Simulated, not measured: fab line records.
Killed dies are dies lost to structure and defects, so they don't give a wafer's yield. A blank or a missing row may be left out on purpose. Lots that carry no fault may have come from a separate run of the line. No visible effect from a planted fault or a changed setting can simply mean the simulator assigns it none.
fab line records | flow sfqLine
[record] lots = 14 | wafers = 42 | lastDay = 92
route steps=325 shown L0V@16 M0@36 I4@165 JJ@191
lots that met no fault: from a run of the same line without faults
startH: hours from the record's opening day to when the first of the lot's shown wafers began | waitH: hours since the lot's step before | " identical to the entry in the row above | L1.1+2: one row covering several wafers at once | - no value, or no start given | * or withheld: withheld | < > ~ a bound
route shown NAME@n: a module of which the file shows steps, and the number in the route of the first | usual: mean and standard deviation over wafers with no fault | same: alike in all rows | chamber/n: place in a boat | sites: each site's reading | _std_site: how widely they spread, as a standard deviation | _edge_site: mean of outer sites minus mean of inner sites | radiusMm: how far each site lies from the wafer's centre | mask NAME#n: copy n | behind: tool/chamber where the wafer was last shaped | hold: why the lot went on hold/how many hours it stayed there/how the hold came to an end | device: the transistor (n, p or np) that didn't switch | end of line: at the end of the route, the tests of the same wafers | a step with no rows: only its recipe | killed: the dies lost at the first sort to structure and to defects; this is not the yield of the wafer | map: a wafer's dies, x killed, . not, _ none there
set.NAME: the setting as run; set.NAME@STEP: as run at that earlier step | model.NAME: the simulator's own value behind a step, which no gauge read
a sample of lots followed through the steps of the route, with each step as a table and each wafer as a row
services: from which hour (startH, from the record's first day; less than 0 if before it) a tool's chamber was out of use, for how many hours, and why
[[steps]]
[step SFQ_TRILAYER_L0_CAP_PECVD_011]
[recipe] material = SiO2 | tempC = 150 | timeS = 13.333 | pressureTorr = 2.4 | rfW = 183.3 | precursor = SiH4/N2O | targetThkNm = 60
[usual] heaterPowerW = 90/20 | throttleValvePct = 24.2/0.88
lot.wafer | tool     | chamber | startH | waitH | heaterPowerW | throttleValvePct
L500.3    | pecvd-02 | 2       | 71.38  | 0.0   | 89           | 25.7
L500.5    | "        | 2       | "      | "     | 88           | 25.8
L500.6    | "        | 1       | "      | "     | 98           | 24.2
L502.1    | pecvd-04 | 2       | 85.72  | 0.0   | 103          | 24.0
L502.2    | "        | 1       | "      | "     | 99           | 24.5
L502.3    | "        | 0       | "      | "     | 70           | 24.3
L503.1    | pecvd-02 | 1       | 92.64  | 0.0   | 106          | 24.4
L503.3    | "        | 2       | "      | "     | 81           | 25.7
L503.4    | "        | 0       | "      | "     | 79           | 23.6
L504.1    | pecvd-01 | 0       | 98.41  | 0.0   | 46           | 23.7
L504.4    | "        | 2       | "      | "     | 79           | 24.0
L504.6    | "        | 0       | "      | "     | 48           | 23.6
L505.2    | pecvd-02 | 0       | 106.81 | 0.0   | 76           | 23.5
L505.3    | "        | 2       | "      | "     | 76           | 26.1
L505.4    | "        | 1       | "      | "     | 105          | 24.3
L506.2    | pecvd-01 | 2       | 117.48 | 0.0   | 85           | 24.2
L506.3    | "        | 0       | "      | "     | 52           | 23.7
L506.6    | "        | 0       | "      | "     | 53           | 23.9
L508.2    | pecvd-02 | 2       | 130.68 | 0.0   | 87           | 25.7
L508.4    | "        | 2       | "      | "     | 89           | 25.4
L508.6    | "        | 0       | "      | "     | 81           | 23.4
L509.1    | pecvd-04 | 0       | 138.88 | 0.0   | 73           | 24.7
L509.2    | "        | 2       | "      | "     | 116          | 24.2
L509.5    | "        | 2       | "      | "     | 116          | 24.1
L510.1    | pecvd-02 | 2       | 143.45 | 0.0   | 77           | 25.7
L510.2    | "        | 0       | "      | "     | 89           | 23.1
L510.4    | "        | 2       | "      | "     | 77           | 25.6
L518.2    | pecvd-02 | 0       | 189.30 | 0.0   | 77           | 23.5
L518.3    | "        | 1       | "      | "     | 106          | 24.5
L518.5    | "        | 0       | "      | "     | 78           | 23.4
L519.2    | pecvd-01 | 1       | 195.53 | 0.0   | 118          | 24.1
L519.4    | "        | 0       | "      | "     | 52           | 23.8
L519.5    | "        | 1       | "      | "     | 116          | 24.2
L521.3    | pecvd-02 | 1       | 208.79 | 0.0   | 108          | 24.4
L521.5    | "        | 1       | "      | "     | 108          | 24.3
L521.6    | "        | 0       | "      | "     | 82           | 23.4
L522.1    | pecvd-04 | 0       | 212.39 | 0.0   | 83           | 22.6
L522.2    | "        | 2       | "      | "     | 105          | 22.5
L522.6    | "        | 0       | "      | "     | 83           | 23.0
L523.1    | pecvd-02 | 0       | 220.92 | 0.0   | 92           | 23.4
L523.3    | "        | 2       | "      | "     | 83           | 25.5
L523.5    | "        | 0       | "      | "     | 89           | 23.4
[step SFQ_TRILAYER_M0_LITHO_PEB_024]
[recipe] pebTempC = 115 | pebTimeS = 60 | resist = KrF
[usual] heaterPowerTotalW = 79.15/0.068 | plateTempC = 114.97/0.13
lot.wafer | tool          | chamber | startH | waitH | heaterPowerTotalW | plateTempC
L500.3    | lithoTrack-01 | 0       | 252.19 | 0.7   | 79.23             | 115.10
L500.5    | "             | 0       | "      | "     | 79.23             | 114.92
L500.6    | "             | 0       | "      | "     | 79.03             | 114.94
L502.1    | lithoTrack-03 | 0       | 265.46 | 1.0   | 79.19             | 115.00
L502.2    | "             | 0       | "      | "     | 79.24             | 115.32
L502.3    | "             | 0       | "      | "     | 79.13             | 114.93
L503.1    | lithoTrack-02 | 0       | 275.06 | 1.0   | 79.27             | 115.00
L503.3    | "             | 0       | "      | "     | 79.17             | 114.99
L503.4    | "             | 0       | "      | "     | 79.08             | 114.93
L504.1    | lithoTrack-03 | 0       | 284.66 | 1.0   | 79.21             | 114.99
L504.4    | "             | 0       | "      | "     | 79.21             | 115.15
L504.6    | "             | 0       | "      | "     | 79.10             | 115.00
L505.2    | lithoTrack-01 | 0       | 299.21 | 0.8   | 79.22             | 115.11
L505.3    | "             | 0       | "      | "     | 79.13             | 114.95
L505.4    | "             | 0       | "      | "     | 79.20             | 115.25
L506.2    | lithoTrack-03 | 0       | 322.01 | 0.8   | 79.03             | 115.06
L506.3    | "             | 0       | "      | "     | 79.10             | 115.05
L506.6    | "             | 0       | "      | "     | 79.17             | 115.08
L508.2    | lithoTrack-02 | 0       | 343.61 | 0.8   | 79.25             | 115.01
L508.4    | "             | 0       | "      | "     | 79.19             | 114.86
L508.6    | "             | 0       | "      | "     | 79.16             | 114.92
L509.1    | lithoTrack-02 | 0       | 360.51 | 1.0   | 79.13             | 115.00
L509.2    | "             | 0       | "      | "     | 79.18             | 114.75
L509.5    | "             | 0       | "      | "     | 79.21             | 114.91
L510.1    | lithoTrack-02 | 0       | 365.31 | 1.0   | 79.15             | 115.17
L510.2    | "             | 0       | "      | "     | 79.19             | 115.01
L510.4    | "             | 0       | "      | "     | 79.19             | 115.02
L518.2    | lithoTrack-03 | 0       | 427.99 | 0.8   | 88.80             | 125.40
L518.3    | "             | 0       | "      | "     | 88.87             | 125.41
L518.5    | "             | 0       | "      | "     | 88.76             | 125.35
L519.2    | lithoTrack-03 | 0       | 433.99 | 0.8   | 88.72             | 125.43
L519.4    | "             | 0       | "      | "     | 88.90             | 125.56
L519.5    | "             | 0       | "      | "     | 88.82             | 125.45
L521.3    | lithoTrack-02 | 0       | 464.54 | 0.7   | 79.22             | 114.64
L521.5    | "             | 0       | "      | "     | 79.15             | 114.62
L521.6    | "             | 0       | "      | "     | 79.17             | 114.79
L522.1    | lithoTrack-02 | 0       | 470.49 | 1.0   | 79.12             | 114.78
L522.2    | "             | 0       | "      | "     | 79.22             | 115.06
L522.6    | "             | 0       | "      | "     | 79.19             | 114.78
L523.1    | lithoTrack-02 | 0       | 487.29 | 1.0   | 79.14             | 114.90
L523.3    | "             | 0       | "      | "     | 79.14             | 115.03
L523.5    | "             | 0       | "      | "     | 79.22             | 114.99
[step SFQ_I4_BOW_MEAS_927]
[recipe] mode = bow
[usual] I4_BOW = 1/9.5
lot.wafer | tool         | chamber | startH  | waitH | I4_BOW[um]
L500.3    | filmMetro-03 | -       | 1295.34 | 2.5   | -2
L500.5    | "            | -       | "       | "     | -5
L500.6    | "            | -       | "       | "     | 3
L502.1    | filmMetro-01 | -       | 1319.95 | 1.0   | -7
L502.2    | "            | -       | "       | "     | 10
L502.3    | "            | -       | "       | "     | 13
L503.1    | filmMetro-04 | -       | 1328.95 | 1.5   | 16
L503.3    | "            | -       | "       | "     | 6
L503.4    | "            | -       | "       | "     | -5
L504.1    | filmMetro-01 | -       | 1337.95 | 2.0   | -3
L504.4    | "            | -       | "       | "     | -11
L504.6    | "            | -       | "       | "     | 3
L505.2    | filmMetro-04 | -       | 1343.97 | 2.5   | -5
L505.3    | "            | -       | "       | "     | 1
L505.4    | "            | -       | "       | "     | -22
L506.2    | filmMetro-04 | -       | 1346.97 | 1.0   | -5
L506.3    | "            | -       | "       | "     | -9
L506.6    | "            | -       | "       | "     | -6
L508.2    | filmMetro-01 | -       | 1355.97 | 2.5   | -4
L508.4    | "            | -       | "       | "     | -2
L508.6    | "            | -       | "       | "     | 9
L509.1    | filmMetro-04 | -       | 1357.67 | 2.5   | 7
L509.2    | "            | -       | "       | "     | 6
L509.5    | "            | -       | "       | "     | -7
L510.1    | filmMetro-01 | -       | 1374.47 | 1.5   | -9
L510.2    | "            | -       | "       | "     | -10
L510.4    | "            | -       | "       | "     | -12
L518.2    | filmMetro-03 | -       | 1453.75 | 2.5   | 0
L518.3    | "            | -       | "       | "     | 4
L518.5    | "            | -       | "       | "     | -2
L519.2    | filmMetro-01 | -       | 1465.77 | 2.0   | 7
L519.4    | "            | -       | "       | "     | 10
L519.5    | "            | -       | "       | "     | 12
L521.3    | filmMetro-03 | -       | 1477.79 | 1.0   | 6
L521.5    | "            | -       | "       | "     | 1
L521.6    | "            | -       | "       | "     | 9
L522.1    | filmMetro-01 | -       | 1479.62 | 1.0   | 23
L522.2    | "            | -       | "       | "     | 6
L522.6    | "            | -       | "       | "     | 3
L523.1    | filmMetro-03 | -       | 1480.75 | 1.0   | -5
L523.3    | "            | -       | "       | "     | 2
L523.5    | "            | -       | "       | "     | -4
[step SFQ_JJ_OVL_MEAS_931]
[usual] J5_OVL = 2/6.3
lot.wafer | tool       | chamber | startH  | waitH | J5_OVL[nm]
L500.3    | overlay-01 | -       | 1534.57 | 0.1   | 0
L500.5    | "          | -       | "       | "     | -4
L500.6    | "          | -       | "       | "     | -8
L502.1    | overlay-02 | -       | 1558.56 | 0.1   | 8
L502.2    | "          | -       | "       | "     | -4
L502.3    | "          | -       | "       | "     | 5
L503.1    | overlay-02 | -       | 1559.76 | 0.1   | -1
L503.3    | "          | -       | "       | "     | 0
L503.4    | "          | -       | "       | "     | 1
L504.1    | overlay-02 | -       | 1560.96 | 0.1   | -8
L504.4    | "          | -       | "       | "     | -5
L504.6    | "          | -       | "       | "     | -5
L505.2    | overlay-02 | -       | 1562.17 | 0.1   | -3
L505.3    | "          | -       | "       | "     | 3
L505.4    | "          | -       | "       | "     | -7
L506.2    | overlay-02 | -       | 1563.37 | 0.1   | 5
L506.3    | "          | -       | "       | "     | 9
L506.6    | "          | -       | "       | "     | 5
L508.2    | overlay-02 | -       | 1565.77 | 0.1   | -2
L508.4    | "          | -       | "       | "     | -5
L508.6    | "          | -       | "       | "     | -5
L509.1    | overlay-02 | -       | 1566.96 | 0.1   | 2
L509.2    | "          | -       | "       | "     | 1
L509.5    | "          | -       | "       | "     | 3
L510.1    | overlay-02 | -       | 1568.16 | 0.1   | -11
L510.2    | "          | -       | "       | "     | -2
L510.4    | "          | -       | "       | "     | -7
L518.2    | overlay-01 | -       | 1685.01 | 0.1   | 11
L518.3    | "          | -       | "       | "     | 9
L518.5    | "          | -       | "       | "     | 7
L519.2    | overlay-02 | -       | 1692.21 | 0.1   | 9
L519.4    | "          | -       | "       | "     | 4
L519.5    | "          | -       | "       | "     | 8
L521.3    | overlay-02 | -       | 1709.02 | 0.1   | -4
L521.5    | "          | -       | "       | "     | 1
L521.6    | "          | -       | "       | "     | 7
L522.1    | overlay-02 | -       | 1713.80 | 0.1   | 6
L522.2    | "          | -       | "       | "     | 0
L522.6    | "          | -       | "       | "     | 4
L523.1    | overlay-02 | -       | 1715.00 | 0.1   | 4
L523.3    | "          | -       | "       | "     | 2
L523.5    | "          | -       | "       | "     | 13
[[services]]
tool     | chamber | startH | hours | kind
pecvd-04 | 1       | 55.75  | 5.7   | repair
pecvd-01 | -       | 92.72  | 5.5   | pm
pecvd-01 | 2       | 136.53 | 16.1  | repair
pecvd-04 | -       | 194.25 | 14.0  | pm
pecvd-04 | 0       | 194.25 | 14.0  | ventCycle
pecvd-04 | 1       | 194.25 | 14.0  | ventCycle
pecvd-04 | 2       | 194.25 | 14.0  | ventCycle
pecvd-04 | 1       | 201.05 | 5.0   | repair
pecvd-01 | -       | 202.60 | 1.7   | repair
pecvd-04 | 0       | 208.25 | -     | clean
pecvd-04 | 1       | 208.25 | -     | clean
pecvd-04 | 2       | 208.25 | -     | clean
pecvd-04 | -       | 208.68 | 0.3   | repair
pecvd-01 | -       | 225.57 | 2.8   | pm
pecvd-01 | -       | 293.13 | 0.8   | repair
pecvd-04 | -       | 305.44 | 1.5   | repair
pecvd-04 | 2       | 347.76 | 2.9   | repair
pecvd-04 | -       | 367.99 | 0.5   | repair
pecvd-01 | -       | 462.57 | 13.2  | repair
pecvd-02 | 0       | 467.94 | 5.8   | repair
pecvd-01 | -       | 481.17 | 0.9   | repair
[[key]]
[firstSign] step = SFQ_TRILAYER_M0_LITHO_PEB_024 | reading = heaterPowerTotalW | direction = up | sigmas = 99+ | usual = 79.15 | struck = 88.81
[effect] step = SFQ_TRILAYER_M0_LITHO_PEB_024 | reading = plateTempC | direction = up | sigmas = 79 | usual = * | struck = *
metAt SFQ_TRILAYER_M0_LITHO_PEB_024
struckLots L518,L519
notActingAt SFQ_TRILAYER_L0_CAP_PECVD_011,SFQ_I4_BOW_MEAS_927,SFQ_JJ_OVL_MEAS_931
onsetBetween 322.01 427.99
[fault] kind = processParameterDrift | tool = lithoTrack-03 | chamber = - | onsetH = 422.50 | steps = SFQ_TRILAYER_M0_LITHO_PEB_024 | channel = pebTempC | offset = * | shape = step | endH = 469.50 | actsIn = * | stated = *
